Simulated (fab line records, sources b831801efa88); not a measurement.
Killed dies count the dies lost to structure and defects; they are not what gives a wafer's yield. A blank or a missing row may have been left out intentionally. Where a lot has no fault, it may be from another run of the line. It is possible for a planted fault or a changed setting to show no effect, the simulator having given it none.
Comparing a struck lot with a sound one :: flow sky130 :: 16 out of 708 route steps
Sound: wafers L634.2, L634.4, L634.5. Wafers struck: L648.1, L648.2, L648.4. Last of all comes the cause.
Order at every step that has rows: each side's tool, ch and its chambers, its first start. Under that, the readings that differ: sound wafers :: struck wafers :: difference of the means :: sigmas: that difference in standard deviations of wafers without a fault.
alike: words and numbers the same on both sides, and readings whose means are apart by under 2 such deviations; not compared: readings that were withheld, readings missing a value for some wafer, numbers with overlapping values and no deviation given by the record, and bounds like >300 which may hide the same value.
Wherever a step has rows on one side only, a row that says differs or no value, or a row with sigmas, the two part there. Numbers that don't overlap but have no deviation are shown without sigmas and don't part them. A reading missing from all wafers of one side parts the sides only when that side holds two or more wafers.

first, 1 step without rows for these wafers: SKY_LDD_N_IMPLANT_15.
SKY_LDD_N_STRIP_16: strips in O2/N2.
  sound on plasmaAsher-02 ch 0,1, day 18 06:26; struck on plasmaAsher-01 ch 0,1, day 24 01:29
  alike: drypumpMotorCurrentA, oesProductAu, stripTimeToEndpointS
  not compared: rfHoursCounterH
SKY_LDD_N_TW_MEAS_17:
  sound: filmMetro-02 at day 18 06:32; struck: filmMetro-01 at day 24 01:35
  alike: LDD_N_TW
then, 7 steps without rows for these wafers: SKY_LDD_P_DEHYDRATE_00 (time 60 s); SKY_LDD_P_HMDS_01 (prime time 60 s); SKY_LDD_P_COAT_02 (resist thk 1140 nm); SKY_LDD_P_SOFTBAKE_03 (time 60 s); SKY_LDD_P_EXPOSE_04 (exposes mask PSDM, target cd 380 nm); SKY_LDD_P_PEB_05; SKY_LDD_P_DEVELOP_06 (develop time 60 s).
SKY_LDD_P_CD_MEAS_07 targets a cd of 380 nm.
  sound: cdSem-02 at day 19 12:56; struck: cdSem-02 at day 25 06:50
  alike: cdNm
SKY_LDD_P_OVL_MEAS_08:
  sound: overlay-01 at day 19 13:02; struck: overlay-02 at day 25 06:58
  alike: LDD_P_OVL
SKY_LDD_P_IMPLANT_09:
  sound on implanter-01 ch 0, day 19 13:05; struck on implanter-03 ch 0, day 25 07:00
reading: doseIonsCm2
sound: 1e+13 9.986e+12 1.0003e+13
struck: 1.1005e+13 1.1031e+13 1.1016e+13
difference: +1.0210e+12
sigmas: +93

reading: faradayCurrentUA
sound: 55.7 57.1 56.7
struck: 64.1 61.7 62.3
difference: +6.2
sigmas: +5
SKY_LDD_P_STRIP_10: strips in O2/N2.
  sound on plasmaAsher-04 ch 0, day 19 13:13; struck on plasmaAsher-04 ch 0,1, day 25 07:09
  alike: drypumpMotorCurrentA, oesProductAu, stripTimeToEndpointS
  not compared: rfHoursCounterH
SKY_LDD_P_TW_MEAS_11:
  sound: filmMetro-02 at day 19 13:20; struck: filmMetro-04 at day 25 07:31
reading: LDD_P_TW
sound: 643 644 642
struck: 654 654 658
difference: +12
sigmas: +3
  not compared: hold
-- a jump in the record: the struck wafers' starts before and after are 25 days apart (it breaks off in module LDD_P and resumes in module PAD_OPEN, where the first step shown is number 708 of the route) --
SKY_PAD_OPEN_PROBE_99:
  sound: prober-02 at day 45 22:38; struck: prober-01 at day 49 20:58
reading: model.etest.tipP.rsOhmSq
sound: 6863 6836 6859
struck: 6300 6302
difference: -552
sigmas: 

== WHERE THEY PART ==
Earliest at SKY_LDD_P_IMPLANT_09; latest, in this record, at SKY_LDD_P_TW_MEAS_11.

WHY: the cause the simulator had injected
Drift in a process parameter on implanter-03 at SKY_LDD_P_IMPLANT_09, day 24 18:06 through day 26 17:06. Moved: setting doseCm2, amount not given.
